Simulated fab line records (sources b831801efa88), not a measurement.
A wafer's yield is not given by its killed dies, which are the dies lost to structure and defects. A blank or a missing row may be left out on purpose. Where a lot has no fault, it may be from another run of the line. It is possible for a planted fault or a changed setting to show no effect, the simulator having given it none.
A lot that was struck, set against a sound lot    flow sky130    27 out of 708 route steps
Sound: these wafers, L981.4, L981.5, L981.6. The struck wafers were L967.1, L967.2, L967.3. Last of all comes the cause.
Per side, at each step with rows, come the tool, then ch with its chambers, and then its first start. Under that, the readings that differ: sound wafers    struck wafers    difference of the means    sigmas: that difference in standard deviations of wafers without a fault.
alike: words and numbers the same on both sides, and readings whose means are apart by under 2 such deviations; not compared: readings that were withheld, readings missing a value for some wafer, numbers with overlapping values and no deviation given by the record, and bounds like >300 which may hide the same value.
A row with sigmas, a row that says differs or no value, or rows on one side alone: a step with any of these is where the two part. Numbers that have no deviation but don't overlap get no sigmas and don't part them. A reading missing from all wafers of one side parts the sides only when that side holds two or more wafers.

first, 10 steps without rows for these wafers: SKY_LOCAL_INTERCONNECT_SOFTBAKE_07 (time 90 s); SKY_LOCAL_INTERCONNECT_EXPOSE_08 (exposes mask LI1M, target cd 170 nm); SKY_LOCAL_INTERCONNECT_PEB_09; SKY_LOCAL_INTERCONNECT_DEVELOP_10 (develop time 60 s); SKY_LOCAL_INTERCONNECT_ETCH_13 (etches BARC in N2/H2, stops on SiO2, time 45.9 s, target depth 60 nm); SKY_LOCAL_INTERCONNECT_METAL_ETCH_14 (etches TiN in Cl2/BCl3, stops on PSG, target depth 110 nm, time 31.4 s); SKY_LOCAL_INTERCONNECT_STRIP_15 (strips in O2/N2); SKY_LOCAL_INTERCONNECT_STRIP_16 (strips in post etch residue remover, time 1200 s); SKY_LOCAL_INTERCONNECT_CLEAN_17 (cleans in IPA, time 180 s); SKY_LOCAL_INTERCONNECT_CLEAN_18 (cleans in O3/DIW).
SKY_CONTACT_CVD_00: deposits Si3N4, target thk 75 nm.
  sound on pecvd-02 ch 0,1,2, day 37 18:21; struck on pecvd-01 ch 0,1,2, day 33 06:00
  alike: heater_power_w, rf_fwd_power_W
SKY_CONTACT_THK_MEAS_01:
  sound on film_metro-03, day 37 18:23; struck on film_metro-04, day 33 06:43
reading                  sound           struck             difference  sigmas
CONTACT_CVD_00_THK (nm)  76.2 74.9 75.5  147.2 148.4 147.3  +72.1       +81
then, 12 steps without rows for these wafers: SKY_CONTACT_HDPCVD_02 (deposits SiO2, target thk 565 nm, time 94.2 s); SKY_CONTACT_CMP_04 (polishes SiO2); SKY_CONTACT_DEHYDRATE_06 (time 60 s); SKY_CONTACT_HMDS_07 (prime time 60 s); SKY_CONTACT_COAT_08 (resist thk 60 nm); SKY_CONTACT_COAT_09 (resist thk 450 nm); SKY_CONTACT_SOFTBAKE_10 (time 90 s); SKY_CONTACT_EXPOSE_11 (exposes mask CTM1, target cd 170 nm); SKY_CONTACT_PEB_12; SKY_CONTACT_DEVELOP_13 (develop time 60 s); SKY_CONTACT_ETCH_16 (etches BARC in N2/H2, stops on SiO2, time 45.9 s, target depth 60 nm); SKY_CONTACT_ETCH_17 (etches SiO2 in C4F8/O2/Ar, stops on Si3N4, target depth 340 nm).
SKY_CONTACT_ETCH_18: etches Si3N4 in CHF3/O2, stops on TiN, time 39 s, target depth 75 nm.
  sound: rie_diel-04 ch 0,3; struck: rie_diel-04 ch 1,2,3
reading                   sound              struck             difference  sigmas
oes_product_au (a.u.)     0.863 0.852 0.859  0.982 1.001 0.991  +0.133      +19
throttle_valve_pct (%)    8.783 8.792 8.789  8.835 8.824 8.858  +0.051      +6
model.etch.depth_nm (nm)  76.2 74.94 75.56   95.08 96.96 96.05  +20.46      
  alike: drypump_motor_current_A, rf_fwd_power_W
  not compared: rf_hours_counter_h
then, 1 step without rows for these wafers: SKY_CONTACT_STRIP_19 (strips in O2/N2).
-- the record jumps here: 15 days lie between the struck wafers' starts before and after (it left off in module CONTACT and takes up again in module PAD_OPEN, whose first step shown is number 708 of the route) --
SKY_PAD_OPEN_PROBE_99:
  sound on prober-02, day 51 02:59; struck on prober-02, day 47 22:59
reading             sound     struck       difference  sigmas
killed_at_contacts  25 20 25  429 430 424  +404        +83
killed_dies         81 89 81  492 492 492  +408        +42
killed_on_rim       19 14 20  96 96 96     +78         +22
  alike: killed_at_M0_to_M3, killed_at_M4_up, killed_at_front_end, killed_at_other, killed_open, killed_short

== WHERE THEY PART ==
At SKY_CONTACT_THK_MEAS_01 first; at SKY_PAD_OPEN_PROBE_99 last (within this record only).

WHY: what the simulator had put in
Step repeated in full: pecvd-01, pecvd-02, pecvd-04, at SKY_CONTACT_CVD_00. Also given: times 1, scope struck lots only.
